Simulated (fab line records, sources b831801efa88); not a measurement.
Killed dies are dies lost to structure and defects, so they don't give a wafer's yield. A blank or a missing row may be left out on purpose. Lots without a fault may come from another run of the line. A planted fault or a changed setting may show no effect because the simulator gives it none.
Which tool did it? | flow gf180mcu | 12 lots, 36 wafers sampled, at 4 steps of a route of 602

WHAT THE GAUGES READ, wafer by wafer
GF_V3_RS_MEAS_24: measures by four-point-probe. Usual: V3_W_RS 0.328 ohm/sq, standard deviation 0.0051.
lot  | measured     | on            | V3_W_RS (ohm/sq)  | flag
L439 | day 23 13:29 | film_metro-01 | 0.331 0.319 0.329 |
L441 | day 24 08:51 | film_metro-03 | 0.324 0.327 0.334 |
L443 | day 25 04:05 | film_metro-01 | 0.328 0.327 0.328 |
L445 | day 26 00:02 | film_metro-03 | 0.320 0.332 0.327 |
L447 | day 26 12:36 | film_metro-03 | 0.329 0.321 0.325 |
L451 | day 27 21:46 | film_metro-01 | 0.324 0.331 0.332 |
L453 | day 28 08:17 | film_metro-04 | 0.325 0.324 0.326 |
L455 | day 28 20:33 | film_metro-04 | 0.326 0.335 0.324 |
L456 | day 29 07:14 | film_metro-01 | 0.334 0.325 0.332 |
L457 | day 29 07:37 | film_metro-04 | 0.335 0.326 0.335 |
L458 | day 29 15:25 | film_metro-03 | 0.322 0.319 0.329 |
L459 | day 29 18:17 | film_metro-01 | 0.331 0.335 0.316 |

GF_V5_CD_MEAS_14: target cd 260 nm. Usual: cd_nm 260.4 nm, standard deviation 1.4.
lot  | measured     | on        | cd_nm (nm)        | flag
L439 | day 28 06:59 | cd_sem-01 | 261.8 261.4 260.6 |
L441 | day 28 23:22 | cd_sem-02 | 262.2 261.1 261.5 |
L443 | day 29 15:38 | cd_sem-01 | 259.0 258.0 259.9 |
L445 | day 30 08:34 | cd_sem-01 | 263.1 262.1 262.9 |
L447 | day 30 20:40 | cd_sem-01 | 261.1 262.2 260.4 |
L451 | day 31 22:59 | cd_sem-02 | 283.4 282.7 281.9 | OFF
L453 | day 32 08:45 | cd_sem-02 | 280.9 281.6 281.4 | OFF
L455 | day 32 19:46 | cd_sem-01 | 260.9 262.3 260.5 |
L456 | day 33 05:08 | cd_sem-01 | 276.3 276.2 276.7 | OFF
L457 | day 33 05:29 | cd_sem-01 | 261.0 261.1 260.2 |
L458 | day 33 12:14 | cd_sem-02 | 260.0 261.1 261.4 |
L459 | day 33 15:41 | cd_sem-02 | 262.5 259.8 261.1 |

WHICH TOOL RAN EACH LOT (tool, then ch and the chambers of the sampled wafers, then the start)
lot  | GF_V3_SPUTTER_21             | GF_V5_SOFTBAKE_10
L439 | pvd_sputter-02, day 23 13:16 | litho_track-04 ch 0, day 27 21:00
L441 | pvd_sputter-02, day 24 08:35 | litho_track-04 ch 0, day 28 13:00
L443 | pvd_sputter-04, day 25 03:51 | litho_track-01 ch 0, day 29 05:00
L445 | pvd_sputter-01, day 25 23:50 | litho_track-04 ch 0, day 29 23:00
L447 | pvd_sputter-02, day 26 12:21 | litho_track-02 ch 0, day 30 11:00
L451 | pvd_sputter-02, day 27 21:32 | litho_track-02 ch 0, day 31 14:00
L453 | pvd_sputter-04, day 28 08:02 | litho_track-02 ch 0, day 32 00:00
L455 | pvd_sputter-04, day 28 20:17 | litho_track-01 ch 0, day 32 11:00
L456 | pvd_sputter-04, day 29 07:01 | litho_track-02 ch 0, day 32 20:00
L457 | pvd_sputter-02, day 29 07:23 | litho_track-04 ch 0, day 32 21:00
L458 | pvd_sputter-04, day 29 15:11 | litho_track-01 ch 0, day 33 04:00
L459 | pvd_sputter-04, day 29 18:03 | litho_track-04 ch 0, day 33 07:00
- GF_V3_SPUTTER_21: material Ti, target thk 15 nm, time 80.02 s.
- GF_V5_SOFTBAKE_10: time 60 s.

WHAT THE TOOLS THEMSELVES READ (means of the sampled wafers that have a number; where no wafer has one, the mark that the record gives instead)
GF_V3_SPUTTER_21. Usual: throttle_valve_pct 29.6 %, standard deviation 0.84.
lot  | tool           | throttle_valve_pct (%) | flag
L439 | pvd_sputter-02 | 28.8                   |
L441 | pvd_sputter-02 | 29.5                   |
L443 | pvd_sputter-04 | 29.4                   |
L445 | pvd_sputter-01 | 30.4                   |
L447 | pvd_sputter-02 | 29.6                   |
L451 | pvd_sputter-02 | 29.7                   |
L453 | pvd_sputter-04 | 29.4                   |
L455 | pvd_sputter-04 | 29.3                   |
L456 | pvd_sputter-04 | 29.4                   |
L457 | pvd_sputter-02 | 29.6                   |
L458 | pvd_sputter-04 | 29.0                   |
L459 | pvd_sputter-04 | 29.2                   |

GF_V5_SOFTBAKE_10. Usual: heater_power_total_W 93.05 W, standard deviation 0.062; plate_temp_C 130.00 C, standard deviation 0.13; resist_line_temp_C 22.98 C, standard deviation 0.095.
lot  | tool           | heater_power_total_W (W) | plate_temp_C (C) | resist_line_temp_C (C) | flag
L439 | litho_track-04 | 93.03                    | 129.97           | 23.01                  |
L441 | litho_track-04 | 93.02                    | 130.06           | 22.89                  |
L443 | litho_track-01 | 93.09                    | 130.11           | 23.10                  |
L445 | litho_track-04 | 93.05                    | 130.02           | 23.08                  |
L447 | litho_track-02 | 93.08                    | 130.09           | 22.97                  |
L451 | litho_track-02 | 99.12                    | 136.57           | 22.88                  | OFF
L453 | litho_track-02 | 99.06                    | 136.47           | 23.05                  | OFF
L455 | litho_track-01 | 93.07                    | 130.10           | 22.90                  |
L456 | litho_track-02 | 99.06                    | 136.36           | 23.00                  | OFF
L457 | litho_track-04 | 93.10                    | 130.06           | 23.01                  |
L458 | litho_track-01 | 93.05                    | 129.93           | 23.04                  |
L459 | litho_track-04 | 93.05                    | 130.02           | 23.04                  |

THE ANSWER, worked out from the rows above alone
Rule: a lot is off if the mean of its wafers that have a number lies more than 3 standard deviations from the usual mean. A lot without any number at a reading at which 4 lots or more have one is off too. The other lots that the step has rows for count as sound. The gauges are gone through in route order, then the tools' own readings, and for those a lot's mean is taken as printed above. The first step at which some lot is off is used, and at that step the reading that is off furthest; a lot without a number counts as furthest.
Off: L451, L453, L456, at GF_V5_CD_MEAS_14 (cd_nm).
A tool fits if, at a process step before that reading, it ran every lot that is off, and no sound lot after the first of them. The gauges at GF_V5_CD_MEAS_14 aren't tried: what is off there is off at GF_V5_SOFTBAKE_10 too, on other tools, and a gauge's error can't cause that. One fits: litho_track-02 at GF_V5_SOFTBAKE_10. Its last sound lot is L447 (day 30 11:00), its first lot that is off L451 (day 31 14:00): a fault that began between those two fits.
The tool's own readings at GF_V5_SOFTBAKE_10 bear it out: on the lots that are off they differ by more than 5 times the standard deviation of the sound lots' means. heater_power_total_W reads 99.08 W there against 93.06 W on the sound lots; plate_temp_C reads 136.47 C there against 130.04 C on the sound lots.

WHAT THE SIMULATOR HAD PUT IN
Process parameter drift: litho_track-02, from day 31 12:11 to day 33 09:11, at GF_V5_SOFTBAKE_10. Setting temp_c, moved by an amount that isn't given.
Lots struck among those shown: L451, L453, L456. The rule above found the same.
